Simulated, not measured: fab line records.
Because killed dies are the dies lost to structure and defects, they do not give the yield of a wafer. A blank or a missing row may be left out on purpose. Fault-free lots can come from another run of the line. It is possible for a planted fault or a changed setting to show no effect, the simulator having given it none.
8D (eight disciplines) problem report, filled in by code | flow sfq line | the parts of the form that need people (team, actions taken, sign-off) are left out

1. PROBLEM STATEMENT
M1_NB_RS at SFQ_M1_RS_MEAS_909 reads a mean of 0.735 ohm/sq on 2 wafers of 2 lots; wafers without a fault read 0.889 ohm/sq with a standard deviation of 0.011. That is -14 standard deviations from the usual mean.
The step: measures by four-point-probe.
The first sign was on wafer L359.3 at day 21 10:57, on film metro-01. The record has a number at this step for 42 wafers belonging to 14 lots. The rule behind "out" and "out of limits": a value lying over 4 standard deviations away from the usual mean. The rest of the wafers with a number are treated as sound.

2. WHAT THIS IS AND IS NOT
question                    | is                           | is not
which readings at this step | M1_NB_RS                     | -
which lots                  | L359, L362                   | L341, L343, L344, L346, L347, L348, L349, L350, L351, L352, L360, L361
which wafers of those lots  | L359.3, L362.6               | L359.1, L359.6, L362.2, L362.5
read on which gauges        | film metro-01, film metro-03 | film metro-04
when                        | from day 21 10:57            | up to then (32 sound wafers); but 8 sound wafers of L360, L361, L362 came after

3. THE SUSPECTS, EACH WITH WHAT RULES IT OUT
Counting: any tool at a process step up to the reading remains a suspect provided it ran every lot that is out. Sound lots after the first of them don't rule it out here, since some wafers of a struck lot are sound.
- the gauge at SFQ_M1_RS_MEAS_909 is ruled out. The wafers that are out were read on 2 gauges (film metro-01, film metro-03).
- pvd sputter-03 at SFQ_TRILAYER_M1_DEP_SPUTTER_037 (material Nb, target thk 200 nm, time 133.3 s): kept. It processed each lot that is out (first: L359, day 21 10:52); up to then, its last sound lot is L351 (day 21 01:17).
Left after counting: pvd sputter-03 at SFQ_TRILAYER_M1_DEP_SPUTTER_037.

4. THE CAUSE (what the simulator had put in)
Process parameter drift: pvd sputter-03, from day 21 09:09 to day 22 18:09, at SFQ_TRILAYER_M1_DEP_SPUTTER_037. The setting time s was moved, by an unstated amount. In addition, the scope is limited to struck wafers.
This tool alone remained once counting was done.

5. SEQUENCE OF EFFECTS, ordered by route
Each row: a reading where the mean over the struck wafers with a number is more than 3 standard deviations away from the usual. Readings are gone through only where the record gives a usual standard deviation; hours: the median, over the lots, of the time from a lot's start at the first step in this table giving one to that lot's start at this step; sigmas: the change measured in usual standard deviations.
hours | step                                | reading        | usual        | on struck wafers | change | sigmas
0     | SFQ_M1_RS_MEAS_909                  | M1_NB_RS       | 0.889 ohm/sq | 0.735            | -0.154 | -14
145   | SFQ_TRILAYER_M1_ETCH_METAL_ETCH_042 | oes product au | 0.895 a.u.   | 0.990            | +0.095 | +12
Process steps it contains:
- SFQ_TRILAYER_M1_ETCH_METAL_ETCH_042: etches Nb in Cl2/Ar, stops on SiO2, target depth 240 nm, time 120 s.
At these later measuring or inspecting steps, every struck wafer for which the step has a row has a number for every such reading, and none has moved that far: SFQ_M2_OVL_MEAS_916.

6. HOW IT WOULD HAVE BEEN CAUGHT EARLIER
In this record the first reading out of limits at a measuring or inspecting step was taken at day 21 10:57, 2 hours after the fault began at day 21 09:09.
Tool readings at SFQ_TRILAYER_M1_DEP_SPUTTER_037 with a usual standard deviation given in the record: none out on any struck wafer, hence no alarm at a limit of 4 standard deviations on them.
L362, from the lots that are out (2), started SFQ_TRILAYER_M1_DEP_SPUTTER_037 on pvd sputter-03 later than day 21 10:57. Putting the tool on hold at that point would have spared it.
